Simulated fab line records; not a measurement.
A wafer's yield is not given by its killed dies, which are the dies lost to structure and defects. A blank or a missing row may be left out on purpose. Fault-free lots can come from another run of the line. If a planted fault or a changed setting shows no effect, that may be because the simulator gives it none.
Lot-split experiment ; flow sfqLine ; route with 325 steps; 5 lots, 23 wafers read

THE SPLIT ITSELF
At SFQ_TRILAYER_I3_VIA_LITHO_PEB_088 (peb time 60 s), the setting pebTempC was moved away from the recipe's 115 C on 7 of the 23 wafers read, by -1.6% to +3.0%. This setting was run at the recipe's value on the other wafers.

Between the split and the reading, the file records no step.

THE READING
I3.cdNm (the simulator's own value, which no gauge read), in nm, at SFQ_TRILAYER_I3_VIA_BARC_OPEN_VIA_ETCH_121 (etches BARC in O2, target depth 125 nm, time 41.7 s). The file does not state a usual value for it. The 16 wafers here that ran the recipe average 499.9 nm, standard deviation 1.2 nm.

wafer;tool, chamber at the split;pebTempC as run, C;against the recipe;I3.cdNm, nm;against lot-mates on the recipe
L074.4;lithoTrack-02, 0;115;recipe;497.8;-
L074.5;lithoTrack-02, 0;115;recipe;500.6;-
L074.6;lithoTrack-02, 0;115;recipe;499.4;-
L077.1;lithoTrack-03, 0;115;recipe;500.6;-
L077.3;lithoTrack-03, 0;118.5;+3.0%;555.4;+54.9
L077.4;lithoTrack-03, 0;115;recipe;501.2;-
L077.5;lithoTrack-03, 0;115;recipe;499.7;-
L077.6;lithoTrack-03, 0;118.5;+3.0%;556.1;+55.6
L081.1;lithoTrack-02, 0;115;recipe;498.3;-
L081.2;lithoTrack-02, 0;115;recipe;502;-
L081.3;lithoTrack-02, 0;115;recipe;501.4;-
L081.4;lithoTrack-02, 0;115;recipe;500.2;-
L081.6;lithoTrack-02, 0;115;recipe;500.6;-
L084.1;lithoTrack-02, 0;115;recipe;501.1;-
L084.2;lithoTrack-02, 0;113.2;-1.6%;465.6;-34.3
L084.3;lithoTrack-02, 0;113.2;-1.6%;465.2;-34.7
L084.5;lithoTrack-02, 0;115;recipe;498.4;-
L084.6;lithoTrack-02, 0;115;recipe;500.3;-
L085.1;lithoTrack-02, 0;117.3;+2.0%;537.6;+38.8
L085.2;lithoTrack-02, 0;117.3;+2.0%;538.9;+40.1
L085.3;lithoTrack-02, 0;115;recipe;499.2;-
L085.5;lithoTrack-02, 0;117.3;+2.0%;537.5;+38.7
L085.6;lithoTrack-02, 0;115;recipe;498.4;-

THE FIT
A straight line over all 23 wafers: I3.cdNm changes by +19.3 nm for each +1% of pebTempC; r = +1.00; the points scatter about the line by 1.8 nm.
The same after taking each lot's own level away (the mean of its wafers on the recipe; 23 wafers): +19.3 nm for each +1%; r = +1.00; scatter 1.9 nm.
That fit puts the effect of the largest move of pebTempC on the reading at 59 nm.
The lots' own levels span 498.80 to 500.50 nm, that is 1.4 times the standard deviation above.
The two slopes agree, so the slope changes little with the lot-to-lot level.
Check: for one of the wafers moved furthest among these (+3.0%), held out of the fit, the line's prediction against its lot-mates is +59.4 nm. It came out at +54.9 nm against them.

THE OTHER SPLITS THESE WAFERS WENT THROUGH
Before the reading, these wafers also passed through other splits. Each is held against what the fit with the lots' levels taken away leaves over:
other split on the same wafers;wafers away from the commonest value;r with I3.cdNm (lot level and that fit taken away)
SFQ_TRILAYER_M2_LITHO_PEB_060 pebTimeS;11;+0.42
SFQ_TRILAYER_M3_DEP_SPUTTER_073 powerW;6;-0.38
SFQ_TRILAYER_M3_ETCH_METAL_ETCH_078 timeS;8;-0.09

FILE'S OWN FIT
I3.cdNm changes by +19.1 nm for each +1% of pebTempC, r = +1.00.
